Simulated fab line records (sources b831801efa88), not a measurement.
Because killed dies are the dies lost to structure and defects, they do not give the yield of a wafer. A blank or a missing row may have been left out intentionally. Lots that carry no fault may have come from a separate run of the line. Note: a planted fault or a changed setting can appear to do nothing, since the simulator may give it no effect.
Which tool is to blame? | flow sky130 | 39 wafers from 13 lots sampled at 5 of the route's 708 steps

WHAT THE GAUGES READ, wafer by wafer
SKY_SD_N_CD_MEAS_07: target cd 380 nm. Usual: cdNm reads 381.3 nm (standard deviation 2.1).
lot  | measured     | on       | cdNm (nm)         | flag
L633 | day 27 19:53 | cdSem-01 | 381.2 379.6 380.1 | 
L636 | day 28 19:29 | cdSem-02 | 378.5 378.7 379.5 | 
L641 | day 30 23:28 | cdSem-02 | 391.7 391.4 391.7 | OFF
L643 | day 31 03:34 | cdSem-02 | 393.9 394.1 395.2 | OFF
L646 | day 32 11:26 | cdSem-01 | 379.7 379.5 380.0 | 
L647 | day 32 13:17 | cdSem-01 | 380.4 383.1 382.6 | 
L649 | day 33 05:43 | cdSem-02 | 380.6 379.6 382.0 | 
L650 | day 33 12:56 | cdSem-02 | 382.3 384.4 381.6 | 
L651 | day 34 00:17 | cdSem-02 | 381.3 381.4 381.5 | 
L653 | day 34 12:17 | cdSem-01 | 383.2 380.8 381.3 | 
L654 | day 35 09:16 | cdSem-01 | 380.7 378.7 380.7 | 
L655 | day 35 09:37 | cdSem-01 | 378.7 381.8 381.4 | 
L656 | day 35 10:37 | cdSem-01 | 376.9 379.2 380.5 | 

SKY_LI_CONTACT_RS_MEAS_22: measurement is done with a four-point probe. Usual: LI_CONTACT_W_RS 0.285 ohm/sq, standard deviation 0.0053.
lot  | measured     | on           | LI_CONTACT_W_RS (ohm/sq) | flag
L633 | day 29 02:44 | filmMetro-03 | 0.272 0.275 0.286        | 
L636 | day 30 01:52 | filmMetro-01 | 0.289 0.282 0.286        | 
L641 | day 32 05:46 | filmMetro-03 | 0.287 0.289 0.292        | 
L643 | day 32 09:34 | filmMetro-03 | 0.275 0.287 0.277        | 
L646 | day 33 17:06 | filmMetro-01 | 0.283 0.283 0.285        | 
L647 | day 33 19:23 | filmMetro-04 | 0.293 0.285 0.285        | 
L649 | day 34 10:02 | filmMetro-03 | 0.282 0.280 0.283        | 
L650 | day 34 18:17 | filmMetro-01 | 0.282 0.281 0.283        | 
L651 | day 35 04:38 | filmMetro-03 | 0.285 0.286 0.282        | 
L653 | day 35 17:13 | filmMetro-04 | 0.276 0.289 0.275        | 
L654 | day 36 14:11 | filmMetro-01 | 0.289 0.283 0.287        | 
L655 | day 36 14:29 | filmMetro-04 | 0.289 0.275 0.277        | 
L656 | day 36 15:29 | filmMetro-04 | 0.275 0.277 0.293        | 

SKY_LOCAL_INTERCONNECT_RS_MEAS_01: measurement is done with a four-point probe. Usual: LOCAL_INTERCONNECT_TIN_RS 14.12 ohm/sq, standard deviation 0.17.
lot  | measured     | on           | LOCAL_INTERCONNECT_TIN_RS (ohm/sq) | flag
L633 | day 29 03:17 | filmMetro-02 | 14.03 13.87 13.95                  | 
L636 | day 30 02:24 | filmMetro-02 | 13.93 14.03 13.93                  | 
L641 | day 32 06:19 | filmMetro-02 | 14.16 13.93 14.19                  | 
L643 | day 32 10:27 | filmMetro-04 | 14.00 13.81 13.91                  | 
L646 | day 33 17:39 | filmMetro-01 | 14.39 14.30 14.25                  | 
L647 | day 33 19:55 | filmMetro-04 | 13.88 13.97 14.25                  | 
L649 | day 34 10:35 | filmMetro-04 | 14.20 14.19 14.09                  | 
L650 | day 34 18:49 | filmMetro-01 | 14.15 13.97 14.00                  | 
L651 | day 35 05:11 | filmMetro-01 | 13.95 14.26 14.19                  | 
L653 | day 35 17:46 | filmMetro-02 | 14.11 14.19 14.12                  | 
L654 | day 36 14:44 | filmMetro-01 | 14.02 14.15 13.95                  | 
L655 | day 36 15:02 | filmMetro-01 | 14.34 14.20 14.23                  | 
L656 | day 36 16:02 | filmMetro-01 | 14.30 14.11 14.27                  | 

SKY_LOCAL_INTERCONNECT_THK_MEAS_02: measures by xrf. Usual: LOCAL_INTERCONNECT_TIN_THK 100.9 nm, standard deviation 1.2.
lot  | measured     | on           | LOCAL_INTERCONNECT_TIN_THK (nm) | flag
L633 | day 29 03:24 | filmMetro-02 | 100.5 102.1 100.8               | 
L636 | day 30 02:31 | filmMetro-02 | 102.2 101.1 101.9               | 
L641 | day 32 06:26 | filmMetro-02 | 99.3 100.9 98.9                 | 
L643 | day 32 10:34 | filmMetro-04 | 101.3 103.1 101.5               | 
L646 | day 33 17:46 | filmMetro-01 | 99.9 100.7 100.7                | 
L647 | day 33 20:02 | filmMetro-04 | 102.9 102.6 100.4               | 
L649 | day 34 10:41 | filmMetro-04 | 100.1 100.0 100.7               | 
L650 | day 34 18:56 | filmMetro-01 | 101.4 102.2 102.2               | 
L651 | day 35 05:16 | filmMetro-01 | 102.9 100.8 101.4               | 
L653 | day 35 17:53 | filmMetro-02 | 100.4 99.7 100.6                | 
L654 | day 36 14:50 | filmMetro-01 | 102.3 101.8 102.6               | 
L655 | day 36 15:09 | filmMetro-01 | 100.5 100.8 100.5               | 
L656 | day 36 16:08 | filmMetro-01 | 101.0 101.9 100.8               | 

EACH LOT AND THE TOOL THAT RAN IT (in order: tool; ch and the chambers of the sampled wafers; start)
lot  | SKY_SD_N_DEVELOP_06
L633 | lithoTrack-03 ch 0, day 27 19:44
L636 | lithoTrack-02 ch 0, day 28 19:20
L641 | lithoTrack-02 ch 0, day 30 23:19
L643 | lithoTrack-02 ch 0, day 31 03:25
L646 | lithoTrack-03 ch 0, day 32 11:17
L647 | lithoTrack-01 ch 0, day 32 13:08
L649 | lithoTrack-01 ch 0, day 33 05:34
L650 | lithoTrack-03 ch 0, day 33 12:47
L651 | lithoTrack-03 ch 0, day 34 00:09
L653 | lithoTrack-01 ch 0, day 34 12:08
L654 | lithoTrack-01 ch 0, day 35 09:07
L655 | lithoTrack-02 ch 0, day 35 09:28
L656 | lithoTrack-03 ch 0, day 35 10:29
- SKY_SD_N_DEVELOP_06: develop time 60 s.

WHAT THE TOOLS THEMSELVES READ (means of the sampled wafers that have a number; where no wafer has one, the mark that the record gives instead)
SKY_SD_N_DEVELOP_06. Usual: chillPlateTempC 22.99 C, standard deviation 0.11; developerTempC 22.99 C, standard deviation 0.11.
lot  | tool          | chillPlateTempC (C) | developerTempC (C) | flag
L633 | lithoTrack-03 | 22.90               | 22.97              | 
L636 | lithoTrack-02 | 22.90               | 23.04              | 
L641 | lithoTrack-02 | 23.01               | 22.96              | 
L643 | lithoTrack-02 | 22.96               | 22.97              | 
L646 | lithoTrack-03 | 23.09               | 23.08              | 
L647 | lithoTrack-01 | 23.08               | 23.12              | 
L649 | lithoTrack-01 | 23.01               | 22.95              | 
L650 | lithoTrack-03 | 23.18               | 22.94              | 
L651 | lithoTrack-03 | 22.97               | 22.99              | 
L653 | lithoTrack-01 | 22.85               | 23.09              | 
L654 | lithoTrack-01 | 22.97               | 22.96              | 
L655 | lithoTrack-02 | 22.88               | 23.02              | 
L656 | lithoTrack-03 | 23.04               | 23.09              | 

THE ANSWER, worked out from the rows above alone
Rule: lot off if the mean of its wafers having a number is beyond 3 standard deviations from the usual mean. Also off: a lot with no number at a reading for which 4 or more lots have one. Any other lot the step has rows for is counted as sound. After the gauges, taken in route order, come the tools' own readings; for these a lot's mean is taken, as printed above. The first step at which some lot is off is used, and at that step the reading that is off furthest; a lot without a number counts as furthest.
Off: L641, L643, at SKY_SD_N_CD_MEAS_07 (cdNm).
A tool fits if, at a process step before that reading, it ran every lot that is off, and no sound lot after the first of them. Those tools and the gauges at SKY_SD_N_CD_MEAS_07 are tried in the same way. None of those tried fits.

WHAT WAS PUT IN BY THE SIMULATOR
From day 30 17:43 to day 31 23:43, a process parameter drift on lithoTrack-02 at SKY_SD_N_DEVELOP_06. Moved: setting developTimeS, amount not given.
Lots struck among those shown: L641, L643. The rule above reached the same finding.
